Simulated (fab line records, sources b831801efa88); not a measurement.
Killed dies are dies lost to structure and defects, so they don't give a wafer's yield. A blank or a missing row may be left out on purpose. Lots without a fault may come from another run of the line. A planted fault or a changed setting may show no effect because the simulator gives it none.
fab line records | flow sky130
record lots=14 wafers=42 last_day=50
route steps=708 shown METAL1@439 VIA2@521 METAL3@532
lots that met no fault: from a run of the same line without faults
start_h: hours from the record's first day to the start of the lot's first wafer shown | wait_h: hours since the lot's step before | " the same as in the row above | L1.1+2: a row that stands for several wafers | - no value, or no start given | * or withheld: withheld | < > ~ a bound
route shown NAME@n: a module of which the file shows steps, and the number in the route of the first | usual: mean/standard deviation of fault-free wafers | same: alike in all rows | chamber/n: place in a boat | sites: the reading at each site | _std_site: their standard deviation | _edge_site: outer sites' mean less inner sites' | radius_mm: how far each site lies from the wafer's centre | mask NAME#n: copy n | behind: the tool/chamber that last shaped the wafer | hold: why the lot was held/for how many hours/how that ended | device: the transistor (n, p or np) that didn't switch | end of line: the same wafers' tests at the end of the route | a step without rows: its recipe alone | killed: dies lost to structure and defects at the first sort, not the wafer's yield | map: a wafer's dies, x killed, . not, _ none there
set.NAME: the setting as run; set.NAME@STEP: as run at that earlier step | model.NAME: the simulator's own value behind a step, which no gauge read
steps of the route over a sample of lots; a table a step, a row a wafer
services: from which hour (start_h, from the record's first day; less than 0 if before it) a tool's chamber was out of use, for how many hours, and why
## steps
# step SKY_METAL1_RS_MEAS_05
# recipe thk_meas_gauge=four-point-probe reads=TiN_of_METAL1_SPUTTER_04+Ti_of_METAL1_SPUTTER_03+AlCu_of_METAL1_SPUTTER_02+TiN_of_METAL1_SPUTTER_01+Ti_of_METAL1_SPUTTER_00
# usual METAL1_ALCU_RS=0.1324/0.0019
# columns lot.wafer tool chamber start_h wait_h METAL1_ALCU_RS[ohm/sq]
L575.1 film_metro-04 - 726.83 0.0 0.1347
L575.4 " - " " 0.1331
L575.6 " - " " 0.1320
L576.1 film_metro-04 - 729.59 0.0 0.1358
L576.2 " - " " 0.1335
L576.5 " - " " 0.1324
L577.2 film_metro-03 - 748.87 0.0 0.1279
L577.4 " - " " 0.1289
L577.5 " - " " 0.1304
L579.1 film_metro-04 - 763.59 0.0 0.1310
L579.3 " - " " 0.1293
L579.5 " - " " 0.1304
L584.3 film_metro-04 - 810.54 0.1 0.1341
L584.5 " - " " 0.1355
L584.6 " - " " 0.1331
L586.1 film_metro-03 - 821.34 0.0 0.1327
L586.5 " - " " 0.1340
L586.6 " - " " 0.1353
L590.1 film_metro-04 - 851.55 0.0 0.1293
L590.3 " - " " 0.1298
L590.6 " - " " 0.1308
L591.1 film_metro-04 - 874.14 0.0 0.1329
L591.2 " - " " 0.1333
L591.5 " - " " 0.1310
L592.1 film_metro-01 - 902.43 0.0 0.1320
L592.3 " - " " 0.1343
L592.6 " - " " 0.1333
L593.1 film_metro-04 - 903.35 0.0 0.1322
L593.4 " - " " 0.1301
L593.6 " - " " 0.1317
L594.1 film_metro-01 - 903.52 0.0 0.1327
L594.4 " - " " 0.1324
L594.6 " - " " 0.1342
L596.3 film_metro-01 - 903.87 0.1 0.1330
L596.4 " - " " 0.1301
L596.5 " - " " 0.1320
L595.2 film_metro-04 - 904.86 0.0 0.1346
L595.5 " - " " 0.1315
L595.6 " - " " 0.1334
L597.1 film_metro-01 - 909.14 0.0 0.1322
L597.2 " - " " 0.1324
L597.3 " - " " 0.1345
# step SKY_METAL1_METAL_ETCH_19
# recipe target_depth_a=3600 stop_on=SiO2 over_etch_frac=0.3 time_s=78 chemistry=Cl2/BCl3 resist_sidewall_deg=88 pressure_mtorr=10 icp_w=900 bias_w=48.5 Cl2_flow_sccm=60 bcl3_flow_sccm=30
# usual drypump_motor_current_A=5.8/0.62 oes_product_au=0.854/0.012 throttle_valve_pct=22.264/0.0085
# columns lot.wafer tool chamber start_h wait_h drypump_motor_current_A oes_product_au rf_hours_counter_h throttle_valve_pct
L575.1 rie_metal-04 0 754.09 0.0 6.7 0.862 12 22.269
L575.4 " 1 " " 5.9 0.854 - 22.262
L575.6 " 0 " " 6.7 0.847 - 22.272
L576.1 rie_metal-04 0 756.74 0.0 6.7 0.858 12 22.257
L576.2 " 1 " " 5.8 0.867 4 22.268
L576.5 " 0 " " 6.7 0.843 - 22.266
L577.2 rie_metal-04 1 776.32 0.0 5.8 0.853 4 22.283
L577.4 " 0 " " 6.7 0.849 - 22.260
L577.5 " 1 " " 5.9 0.846 - 22.254
L579.1 rie_metal-04 0 791.09 0.0 6.6 0.845 14 22.270
L579.3 " 1 " " 5.9 0.846 - 22.254
L579.5 " 1 " " 5.9 0.842 - 22.264
L584.3 rie_metal-04 1 837.05 0.1 5.8 0.860 - 22.262
L584.5 " 1 " " 5.8 0.866 - 22.259
L584.6 " 0 " " 6.7 0.879 - 22.268
L586.1 rie_metal-01 0 848.63 0.0 5.8 0.832 8 22.276
L586.5 " 0 " " 5.8 0.856 - 22.261
L586.6 " 1 " " 5.0 0.862 - 22.270
L590.1 rie_metal-04 1 877.47 0.0 5.8 0.852 9 22.271
L590.3 " 0 " " 6.7 0.845 - 22.257
L590.6 " 0 " " 6.7 0.844 - 22.261
L591.1 rie_metal-01 0 901.37 0.0 5.8 0.866 10 22.277
L591.2 " 1 " " 5.0 0.866 11 22.250
L591.5 " 0 " " 5.8 0.848 - 22.268
L592.1 rie_metal-03 1 927.67 0.0 5.4 0.841 10 22.260
L592.3 " 1 " " 5.4 0.866 - 22.269
L592.6 " 1 " " 5.4 0.870 - 22.262
L593.1 rie_metal-04 1 928.09 0.0 5.8 0.836 11 22.270
L593.4 " 1 " " 5.8 0.843 - 22.256
L593.6 " 0 " " 6.7 0.846 - 22.266
L594.1 rie_metal-01 0 928.37 0.0 5.8 0.848 11 22.268
L594.4 " 0 " " 5.8 0.846 - 22.263
L594.6 " 1 " " 5.0 0.861 - 22.266
L596.3 rie_metal-03 1 928.47 0.1 5.4 0.870 - 22.272
L596.4 " 0 " " 4.9 0.842 - 22.284
L596.5 " 1 " " 5.4 0.862 - 22.268
L595.2 rie_metal-04 1 929.37 0.0 5.9 0.866 12 22.269
L595.5 " 1 " " 5.9 0.841 - 22.254
L595.6 " 0 " " 6.7 0.868 - 22.265
L597.1 rie_metal-03 0 933.68 0.0 4.9 0.874 12 22.269
L597.2 " 1 " " 5.4 0.866 10 22.256
L597.3 " 0 " " 4.9 0.863 - 22.281
# step SKY_METAL1_STRIP_20
# recipe chemistry=O2/N2 power_w=1400 pressure_mtorr=1500 platen_temp_c=withheld o2_flow_sccm=3000 n2_flow_sccm=300 overash_fraction=0.5
# usual drypump_motor_current_A=5.6/0.43 oes_product_au=0.344/0.0052 strip_time_to_endpoint_s=2.74/0.036
# same overash_fraction=0.5
# columns lot.wafer tool chamber start_h wait_h drypump_motor_current_A oes_product_au rf_hours_counter_h strip_time_to_endpoint_s
L575.1 plasma_asher-01 0 754.18 0.1 5.6 0.346 0 2.72
L575.4 " 0 " " 5.6 0.352 - 2.72
L575.6 " 0 " " 5.6 0.348 - 2.69
L576.1 plasma_asher-02 1 756.83 0.1 6.0 0.336 64 2.69
L576.2 " 0 " " 6.0 0.341 64 2.69
L576.5 " 0 " " 6.0 0.343 - 2.72
L577.2 plasma_asher-02 1 776.41 0.1 6.0 0.343 66 2.72
L577.4 " 1 " " 6.0 0.348 - 2.70
L577.5 " 0 " " 6.0 0.341 - 2.74
L579.1 plasma_asher-02 1 791.18 0.1 6.1 0.345 68 2.73
L579.3 " 0 " " 6.0 0.350 - 2.77
L579.5 " 0 " " 6.0 0.344 - 2.75
L584.3 plasma_asher-01 0 837.14 0.1 5.6 0.340 - 2.67
L584.5 " 0 " " 5.6 0.339 - 2.71
L584.6 " 1 " " 4.9 0.336 - 2.67
L586.1 plasma_asher-01 1 848.72 0.1 4.9 0.346 8 2.79
L586.5 " 1 " " 4.9 0.342 - 2.78
L586.6 " 0 " " 5.6 0.352 - 2.75
L590.1 plasma_asher-02 1 877.56 0.1 6.0 0.338 77 2.76
L590.3 " 1 " " 6.0 0.351 - 2.75
L590.6 " 1 " " 6.0 0.342 - 2.76
L591.1 plasma_asher-01 0 901.46 0.1 5.6 0.352 13 2.74
L591.2 " 1 " " 4.9 0.343 13 2.78
L591.5 " 0 " " 5.6 0.343 - 2.73
L592.1 plasma_asher-02 1 927.76 0.1 6.0 0.346 82 2.73
L592.3 " 0 " " 6.0 0.347 - 2.69
L592.6 " 0 " " 6.0 0.349 - 2.72
L593.1 plasma_asher-04 0 928.18 0.1 5.5 0.342 51 2.72
L593.4 " 1 " " 5.3 0.339 - 2.72
L593.6 " 1 " " 5.3 0.352 - 2.74
L594.1 plasma_asher-01 1 928.46 0.1 4.9 0.342 16 2.75
L594.4 " 0 " " 5.6 0.348 - 2.77
L594.6 " 1 " " 4.9 0.350 - 2.77
L596.3 plasma_asher-04 1 928.56 0.1 5.3 0.335 - 2.74
L596.4 " 0 " " 5.5 0.340 - 2.76
L596.5 " 1 " " 5.3 0.354 - 2.77
L595.2 plasma_asher-02 1 929.46 0.1 6.0 0.345 83 2.72
L595.5 " 1 " " 6.0 0.343 - 2.73
L595.6 " 0 " " 6.0 0.343 - 2.72
L597.1 plasma_asher-01 1 933.77 0.1 4.9 0.348 17 2.72
L597.2 " 0 " " 5.6 0.348 17 2.73
L597.3 " 1 " " 4.9 0.347 - 2.72
# step SKY_VIA2_ETCH_14
# recipe chemistry=N2/H2 target=BARC ion_energy_ev=200 source_w=500 bias_w=100 pressure_mtorr=30 n2_flow_sccm=100 h2_flow_sccm=200 stop_on=SiO2 time_s=45.9 target_depth_a=600
# usual drypump_motor_current_A=5.74/0.25 oes_product_au=0.855/0.0045 throttle_valve_pct=13.225/0.0099
# columns lot.wafer tool chamber start_h wait_h drypump_motor_current_A oes_product_au rf_hours_counter_h throttle_valve_pct
L575.1 rie_diel-02 2 838.29 0.0 5.54 0.854 7 13.207
L575.4 " 3 " " 6.49 0.852 28 13.209
L575.6 " 3 " " 6.51 0.860 - 13.222
L576.1 rie_diel-02 2 841.83 0.0 5.55 0.856 7 13.223
L576.2 " 3 " " 6.54 0.866 28 13.238
L576.5 " 1 " " 5.87 0.856 - 13.225
L577.2 rie_diel-03 2 861.24 0.0 5.43 0.861 16 13.227
L577.4 " 0 " " 5.62 0.861 8 13.229
L577.5 " 1 " " 5.86 0.855 - 13.234
L579.1 rie_diel-04 1 875.04 0.0 5.47 0.847 14 13.214
L579.3 " 2 " " 5.60 0.857 11 13.230
L579.5 " 2 " " 5.61 0.849 - 13.205
L584.3 rie_diel-03 1 917.78 0.0 5.84 0.775 18 13.214
L584.5 " 2 " " 5.42 0.780 - 13.205
L584.6 " 3 " " 5.87 0.779 - 13.224
L586.1 rie_diel-03 0 930.27 0.0 5.62 0.778 10 13.207
L586.5 " 2 " " 5.40 0.779 - 13.202
L586.6 " 1 " " 5.86 0.776 - 13.222
L590.1 rie_diel-02 1 956.65 0.0 5.87 0.858 17 13.216
L590.3 " 0 " " 5.64 0.850 2 13.226
L590.6 " 3 " " 6.53 0.856 - 13.241
L591.1 rie_diel-02 3 978.32 0.0 6.48 0.853 1 13.220
L591.2 " 1 " " 5.87 0.860 18 13.219
L591.5 " 3 " " 6.50 0.856 - 13.236
L592.1 rie_diel-03 3 1003.12 0.0 5.90 0.851 13 13.222
L592.3 " 0 " " 5.64 0.851 12 13.219
L592.6 " 0 " " 5.62 0.862 - 13.219
L593.1 rie_diel-03 2 1003.77 0.0 5.42 0.850 20 13.229
L593.4 " 3 " " 5.90 0.858 13 13.210
L593.6 " 1 " " 5.85 0.858 - 13.226
L594.1 rie_diel-04 1 1004.13 0.0 5.47 0.852 19 13.233
L594.4 " 3 " " 5.82 0.854 2 13.227
L594.6 " 0 " " 6.02 0.848 - 13.238
L596.3 rie_diel-04 2 1004.48 0.0 5.56 0.853 16 13.223
L596.4 " 1 " " 5.49 0.858 19 13.218
L596.5 " 0 " " 5.98 0.858 - 13.224
L595.2 rie_diel-03 1 1005.57 0.0 5.86 0.861 21 13.218
L595.5 " 0 " " 5.62 0.860 - 13.228
L595.6 " 1 " " 5.85 0.864 - 13.216
L597.1 rie_diel-03 3 1009.84 0.0 5.93 0.854 13 13.221
L597.2 " 0 " " 5.63 0.854 13 13.237
L597.3 " 1 " " 5.87 0.851 21 13.226
# step SKY_VIA2_ETCH_15
# recipe target=SiO2 chemistry=C4F8/O2/Ar target_depth_nm=546 stop_on=TiN mask_material=KrF-thick source_w=1500 bias_w=1200 pressure_mtorr=40 c4f8_flow_sccm=withheld O2_flow_sccm=6 Ar_flow_sccm=300 time_s=84
# usual oes_product_au=0.939/0.0049
# columns lot.wafer tool chamber start_h wait_h oes_product_au rf_hours_counter_h
L575.1 rie_diel-02 2 838.33 0.0 0.939 7
L575.4 " 3 " " 0.936 28
L575.6 " 3 " " 0.944 -
L576.1 rie_diel-02 2 841.87 0.0 0.940 7
L576.2 " 3 " " 0.932 28
L576.5 " 1 " " 0.945 -
L577.2 rie_diel-03 2 861.28 0.0 0.944 16
L577.4 " 0 " " 0.936 8
L577.5 " 1 " " 0.928 -
L579.1 rie_diel-04 1 875.08 0.0 0.947 14
L579.3 " 2 " " 0.941 11
L579.5 " 2 " " 0.933 -
L584.3 rie_diel-03 1 917.82 0.0 0.477 18
L584.5 " 2 " " 0.532 -
L584.6 " 3 " " 0.531 -
L586.1 rie_diel-03 0 930.31 0.0 0.510 10
L586.5 " 2 " " 0.540 -
L586.6 " 1 " " 0.489 -
L590.1 rie_diel-02 1 956.69 0.0 0.944 17
L590.3 " 0 " " 0.944 2
L590.6 " 3 " " 0.944 -
L591.1 rie_diel-02 3 978.36 0.0 0.935 1
L591.2 " 1 " " 0.937 18
L591.5 " 3 " " 0.937 -
L592.1 rie_diel-03 3 1003.16 0.0 0.944 13
L592.3 " 0 " " 0.941 12
L592.6 " 0 " " 0.947 -
L593.1 rie_diel-03 2 1003.81 0.0 0.943 20
L593.4 " 3 " " 0.933 13
L593.6 " 1 " " 0.935 -
L594.1 rie_diel-04 1 1004.17 0.0 0.935 19
L594.4 " 3 " " 0.936 2
L594.6 " 0 " " 0.938 -
L596.3 rie_diel-04 2 1004.52 0.0 0.945 16
L596.4 " 1 " " 0.937 19
L596.5 " 0 " " 0.935 -
L595.2 rie_diel-03 1 1005.61 0.0 0.939 21
L595.5 " 0 " " 0.941 -
L595.6 " 1 " " 0.934 -
L597.1 rie_diel-03 3 1009.88 0.0 0.931 13
L597.2 " 0 " " 0.936 13
L597.3 " 1 " " 0.948 21
# step SKY_VIA2_STRIP_16
# recipe chemistry=O2/N2 power_w=1400 pressure_mtorr=1500 platen_temp_c=withheld o2_flow_sccm=3000 n2_flow_sccm=300 overash_fraction=0.5
# usual drypump_motor_current_A=5.5/0.32 oes_product_au=0.398/0.0044 strip_time_to_endpoint_s=4.047/0.021
# same overash_fraction=0.5
# columns lot.wafer tool chamber start_h wait_h drypump_motor_current_A oes_product_au rf_hours_counter_h strip_time_to_endpoint_s
L575.1 plasma_asher-03 1 838.39 0.0 5.7 0.403 99 4.062
L575.4 " 0 " " 5.9 0.396 - 4.041
L575.6 " 1 " " 5.8 0.392 - 4.024
L576.1 plasma_asher-04 1 841.94 0.0 5.3 0.398 43 4.069
L576.2 " 0 " " 5.6 0.403 43 4.024
L576.5 " 0 " " 5.5 0.393 - 4.035
L577.2 plasma_asher-03 1 861.34 0.0 5.8 0.399 101 4.038
L577.4 " 1 " " 5.8 0.400 - 4.076
L577.5 " 0 " " 5.9 0.405 - 4.073
L579.1 plasma_asher-01 0 875.15 0.0 5.6 0.398 11 4.038
L579.3 " 0 " " 5.6 0.389 - 4.047
L579.5 " 1 " " 4.9 0.401 - 4.040
L584.3 plasma_asher-01 0 917.92 0.1 5.6 0.405 - 4.245
L584.5 " 0 " " 5.6 0.398 - 4.199
L584.6 " 1 " " 4.9 0.413 - 4.214
L586.1 plasma_asher-04 0 930.38 0.0 5.6 0.404 52 4.222
L586.5 " 1 " " 5.3 0.407 - 4.192
L586.6 " 0 " " 5.5 0.404 - 4.220
L590.1 plasma_asher-04 0 956.76 0.0 5.6 0.403 54 4.061
L590.3 " 0 " " 5.5 0.397 - 4.037
L590.6 " 1 " " 5.3 0.397 - 4.008
L591.1 plasma_asher-04 0 978.43 0.0 5.5 0.394 56 4.003
L591.2 " 1 " " 5.3 0.395 56 4.070
L591.5 " 1 " " 5.3 0.398 - 4.002
L592.1 plasma_asher-03 1 1003.23 0.0 5.8 0.402 115 4.035
L592.3 " 1 " " 5.7 0.398 - 4.031
L592.6 " 1 " " 5.7 0.394 - 4.029
L593.1 plasma_asher-03 1 1003.88 0.0 5.7 0.396 115 4.019
L593.4 " 0 " " 5.9 0.396 - 4.027
L593.6 " 0 " " 5.8 0.396 - 4.059
L594.1 plasma_asher-03 1 1004.24 0.0 5.8 0.395 115 4.028
L594.4 " 1 " " 5.8 0.396 - 4.042
L594.6 " 1 " " 5.7 0.399 - 4.053
L596.3 plasma_asher-04 1 1004.62 0.1 5.3 0.392 - 4.045
L596.4 " 0 " " 5.5 0.392 - 4.059
L596.5 " 0 " " 5.5 0.399 - 4.084
L595.2 plasma_asher-01 1 1005.68 0.0 4.9 0.402 24 4.046
L595.5 " 1 " " 4.9 0.393 - 4.031
L595.6 " 0 " " 5.6 0.402 - 4.043
L597.1 plasma_asher-01 1 1009.95 0.0 4.9 0.397 25 4.062
L597.2 " 0 " " 5.6 0.399 25 4.038
L597.3 " 0 " " 5.6 0.400 - 4.079
# step SKY_METAL3_SPUTTER_00
# recipe material=Ti target_thk_nm=15 power_w=3000 time_s=10 chamber_pressure_pa=0.4
# usual cathode_dc_power_W=3000.0/0.58 throttle_valve_pct=30.3/1.5
# columns lot.wafer tool chamber start_h wait_h cathode_dc_power_W throttle_valve_pct
L575.1 pvd_sputter-03 - 839.79 0.2 3000.8 29.2
L575.4 " - " " 2999.6 29.1
L575.6 " - " " 2999.8 29.8
L576.1 pvd_sputter-02 - 843.35 0.1 2999.7 31.7
L576.2 " - " " 3001.1 31.3
L576.5 " - " " 3000.0 31.9
L577.2 pvd_sputter-03 - 862.62 0.1 2999.5 29.6
L577.4 " - " " 2999.8 29.5
L577.5 " - " " 2999.9 29.3
L579.1 pvd_sputter-01 - 876.51 0.1 3001.0 31.3
L579.3 " - " " 2999.8 32.7
L579.5 " - " " 3000.1 29.7
L590.1 pvd_sputter-01 - 958.02 0.2 2999.5 32.8
L590.3 " - " " 2999.7 29.7
L590.6 " - " " 2999.6 31.3
L591.1 pvd_sputter-03 - 979.70 0.1 3000.4 29.0
L591.2 " - " " 3000.0 29.5
L591.5 " - " " 3001.1 29.4
L592.1 pvd_sputter-02 - 1004.50 0.1 3001.3 31.3
L592.3 " - " " 2999.2 31.3
L592.6 " - " " 2999.4 31.6
L593.1 pvd_sputter-02 - 1005.15 0.2 3000.0 31.0
L593.4 " - " " 3000.2 28.7
L593.6 " - " " 3000.5 31.7
L594.1 pvd_sputter-03 - 1005.51 0.2 3000.9 29.4
L594.4 " - " " 3000.0 29.6
L594.6 " - " " 3000.6 27.1
L596.3 pvd_sputter-02 - 1005.86 0.2 3000.3 31.2
L596.4 " - " " 3000.0 28.5
L596.5 " - " " 3000.4 31.0
L595.2 pvd_sputter-01 - 1007.08 0.1 2999.6 31.6
L595.5 " - " " 2999.9 32.4
L595.6 " - " " 3000.6 29.8
L597.1 pvd_sputter-02 - 1011.21 0.1 2999.9 28.5
L597.2 " - " " 3000.0 30.9
L597.3 " - " " 2999.8 31.6
## services
# columns tool chamber start_h hours kind
plasma_asher-01 - 733.75 9.0 pm
rie_diel-04 2 733.94 4.7 repair
rie_diel-03 3 736.24 5.7 repair
rie_diel-03 0 736.48 1.4 repair
plasma_asher-01 - 742.75 2.8 pm
plasma_asher-01 - 751.47 0.6 repair
pvd_sputter-02 - 756.60 17.2 repair
rie_metal-04 0 797.86 1.9 repair
plasma_asher-01 - 807.45 15.6 pm
rie_diel-04 2 831.20 14.3 repair
plasma_asher-01 - 834.36 1.3 repair
rie_diel-02 2 857.07 6.9 repair
pvd_sputter-02 - 866.25 1.1 repair
rie_diel-03 1 869.69 19.0 repair
rie_diel-02 0 876.60 14.4 repair
rie_diel-02 3 896.88 4.8 repair
rie_diel-02 - 908.70 4.3 pm
rie_metal-04 - 936.96 0.4 repair
plasma_asher-03 - 952.13 2.9 repair
rie_diel-04 - 968.93 0.8 repair
pvd_sputter-02 - 983.12 1.3 repair
rie_diel-02 - 998.52 15.6 pm
plasma_asher-04 - 1007.67 14.6 pm
rie_metal-04 - 1010.25 2.8 pm
## key
first_sign step=SKY_VIA2_ETCH_14 reading=oes_product_au direction=down sigmas=17 usual=0.855 struck=0.778
effect step=SKY_VIA2_ETCH_15 reading=oes_product_au direction=down sigmas=87 usual=0.939 struck=0.513
effect step=SKY_VIA2_STRIP_16 reading=strip_time_to_endpoint_s direction=up sigmas=8.1 usual=* struck=*
effect step=SKY_METAL3_SPUTTER_00 reading=visit direction=missing
met_at SKY_VIA2_ETCH_14
struck_lots L584,L586
later_rows_left_out L584.3,L584.5,L584.6,L586.1,L586.5,L586.6
sort_left_out L584.3,L584.5,L584.6,L586.1,L586.5,L586.6
not_acting_at SKY_METAL1_RS_MEAS_05,SKY_METAL1_METAL_ETCH_19,SKY_METAL1_STRIP_20
onset_between 861.24 917.78
fault kind=process_parameter_drift tool=rie_diel-03 chamber=- onset_h=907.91 steps=SKY_VIA2_ETCH_14 channel=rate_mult offset=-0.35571 shape=step end_h=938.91
# sort_left_out: the simulated sort isn't trusted on such a fault, so these wafers' sort isn't shown, and their yield isn't known
# later_rows_left_out: the simulator's readings of these wafers behind a module that went badly wrong aren't trusted and aren't shown, but for the sort
